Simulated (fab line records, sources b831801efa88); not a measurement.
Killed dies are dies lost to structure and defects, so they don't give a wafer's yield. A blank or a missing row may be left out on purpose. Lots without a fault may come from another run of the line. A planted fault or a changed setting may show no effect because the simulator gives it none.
One fault seen from 2 desks | flow sky130 | each desk has only its own numbers; what lay behind them comes last
Where a reading is given only as a bound, like >300, the bound stands for it, and a mean or a difference that rests on one is marked > or <: the true number lies beyond.

THE TOOL OWNER'S DESK: cvd_w-01
The tool's own readings at SKY_VIA4_CVD_18 (deposits W, target thk 505 nm, time 152.14 s): means of the sampled wafers that have a number, for each lot that ran on this tool. A lot is out of limits, marked OUT, if its mean lies more than 4 standard deviations from the usual mean; the brackets give that distance.
Columns: A = chamber_pressure_Torr at SKY_VIA4_CVD_18, usual 40.00 Torr; B = heater_power_outer_w at SKY_VIA4_CVD_18, usual 510 W; C = heater_power_w at SKY_VIA4_CVD_18, usual 861 W
lot  | first seen here | A     | B   | C
L769 | day 42 21:05    | 40.00 | 510 | 870
L774 | day 44 09:04    | 39.89 | 507 | 869
L778 | day 45 15:19    | 39.98 | 508 | 878
L779 | day 45 17:01    | 39.98 | 518 | 874
L780 | day 46 04:45    | 40.02 | 523 | 861
L781 | day 46 10:23    | 39.94 | 508 | 865
L786 | day 47 10:52    | 40.09 | 511 | 884
L788 | day 48 03:06    | 39.98 | 510 | 876
This desk's finding: nothing out of limits on any of the 8 lots.

THE METROLOGY DESK
What the gauges read, lot by lot, whatever tool the lot ran on: means of the sampled wafers that have a number. A lot is out of limits, marked OUT, if its mean lies more than 4 standard deviations from the usual mean; the brackets give that distance.
Columns: A = VIA4_W_RS at SKY_VIA4_RS_MEAS_19, usual 0.2278 ohm/sq; B = VIA4_W_THK at SKY_VIA4_THK_MEAS_20, usual 518 nm
lot  | first seen here | A                         | B
L768 | day 42 17:43    | 0.2255                    | 528
L769 | day 42 21:16    | 0.2305                    | 513
L774 | day 44 09:14    | 0.2281                    | 512
L775 | day 44 20:04    | 0.2269                    | 524
L776 | day 45 06:35    | 0.2264                    | 520
L778 | day 45 15:29    | 0.2280                    | 518
L779 | day 45 17:10    | 0.2283                    | 513
L780 | day 46 04:55    | 0.2283                    | 521
L781 | day 46 10:31    | 0.2294                    | 508
L783 | day 46 21:15    | 58.2957 (+99 or more) OUT | <0 (<-74) OUT
L784 | day 47 03:01    | 58.4573 (+99 or more) OUT | <0 (<-74) OUT
L785 | day 47 08:29    | 56.5010 (+99 or more) OUT | <0 (<-74) OUT
L786 | day 47 11:01    | 0.2297                    | 509
L788 | day 48 03:16    | 0.2279                    | 514
L789 | day 48 04:26    | 0.2293                    | 511
This desk's finding: out of limits on L783, L784, L785; first on L783, day 46 21:15 (VIA4_W_RS at SKY_VIA4_RS_MEAS_19). In limits: L768, L769, L774, L775, L776, L778, L779, L780, L781, L786, L788, L789.

PUT TOGETHER
The metrology desk could have raised an alarm at day 46 21:15, on L783, L784, L785.
The tool owner's desk saw nothing out of limits.
The tool owner's desk has no number on record for L783, L784, L785.
Of the lots named, all ran SKY_VIA4_CVD_18 on cvd_w-01.

WHAT THE SIMULATOR HAD PUT IN
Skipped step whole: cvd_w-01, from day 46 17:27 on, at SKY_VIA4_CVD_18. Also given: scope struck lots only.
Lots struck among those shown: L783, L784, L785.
Hours from the fault's start to each desk's first reading out of limits: the metrology desk, 4.
